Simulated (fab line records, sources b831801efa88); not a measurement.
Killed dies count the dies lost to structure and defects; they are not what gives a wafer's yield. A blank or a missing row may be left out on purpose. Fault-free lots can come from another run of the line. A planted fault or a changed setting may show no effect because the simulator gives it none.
Comparing a struck lot with a sound one    flow gf180mcu    17 out of 602 route steps
Sound: these wafers, L901.1, L901.2, L901.3. Wafers struck: L906.1, L906.2, L906.3. The cause comes at the end.
Order at every step that has rows: each side's tool, ch and its chambers, its first start. Under that, the readings that differ: sound wafers    struck wafers    difference of the means    sigmas: that difference in standard deviations of wafers without a fault.
alike: readings with means less than 2 such deviations apart, plus words and numbers identical on both sides. not compared: withheld readings, readings lacking a value on some wafer, bounds such as >300 that could conceal the same value, and numbers that have no deviation in the record and whose values overlap.
The two part at a step that has a row with sigmas, a row that says differs or no value, or rows on one side only. Numbers that don't overlap but have no deviation are shown without sigmas and don't part them. A reading missing from all wafers of one side parts the sides only when that side holds two or more wafers.

first, 2 steps without rows for these wafers: GF_NWELL_IMPLANT_08; GF_NWELL_IMPLANT_09.
GF_NWELL_STRIP_10: strips in O2/N2.
  sound on plasmaAsher-04 ch 0,1, day 4 11:31; struck on plasmaAsher-03 ch 0,1, day 5 14:22
  alike: drypumpMotorCurrentA, heaterPowerW, oesProductAu, stripTimeToEndpointS
  not compared: rfHoursCounterH
GF_NWELL_TW_MEAS_11:
  sound: filmMetro-03 at day 4 11:37; struck: filmMetro-02 at day 5 14:28
  alike: NWELL_TW
then, 7 steps without rows for these wafers: GF_LVPWELL_DEHYDRATE_00 (time 60 s); GF_LVPWELL_HMDS_01 (prime time 60 s); GF_LVPWELL_COAT_02 (resist thk 3000 nm); GF_LVPWELL_SOFTBAKE_03; GF_LVPWELL_EXPOSE_04 (exposes mask LVPWELL, target cd 600 nm); GF_LVPWELL_PEB_05; GF_LVPWELL_DEVELOP_06 (develop time 60 s).
GF_LVPWELL_OVL_MEAS_07:
  sound: overlay-02 at day 5 01:04; struck: overlay-02 at day 6 04:49
  alike: LVPWELL_OVL
GF_LVPWELL_IMPLANT_08:
  sound on implanter-04 ch 0, day 5 01:07; struck on implanter-04 ch 0, day 6 04:52
reading                   sound                 struck                difference  sigmas
beamEnergyKeV             170.10 170.09 170.16  169.97 169.96 170.02  -0.13       -3
implantIonAmu             11 11 11              31 31 31              +20         
model.implant.rpNm (nm)   466 466 466           218.2 218.2 218.2     -247.8      
model.implant.drpNm (nm)  102.4 102.4 102.4     68.9 68.9 68.9        -33.5       
  alike: endStationPressureTorr
following that, these wafers have no rows for 1 step: GF_LVPWELL_IMPLANT_09.
GF_LVPWELL_STRIP_10: strips in O2/N2.
  sound on plasmaAsher-01 ch 0,1, day 5 01:25; struck on plasmaAsher-01 ch 0,1, day 6 05:10
  alike: drypumpMotorCurrentA, heaterPowerW, oesProductAu, stripTimeToEndpointS
  not compared: rfHoursCounterH
GF_LVPWELL_TW_MEAS_11:
  sound: filmMetro-04 at day 5 01:31; struck: filmMetro-04 at day 6 05:29
reading     sound        struck          difference  sigmas
LVPWELL_TW  545 549 550  1275 1269 1277  +726        +99 or more
  not compared: hold
following that, these wafers have no rows for 1 step: GF_PASSIVATION_PROBE_99.

WHERE THEY PART
Earliest at GF_LVPWELL_IMPLANT_08; latest, in this record, at GF_LVPWELL_TW_MEAS_11.

WHY: what the simulator had put in
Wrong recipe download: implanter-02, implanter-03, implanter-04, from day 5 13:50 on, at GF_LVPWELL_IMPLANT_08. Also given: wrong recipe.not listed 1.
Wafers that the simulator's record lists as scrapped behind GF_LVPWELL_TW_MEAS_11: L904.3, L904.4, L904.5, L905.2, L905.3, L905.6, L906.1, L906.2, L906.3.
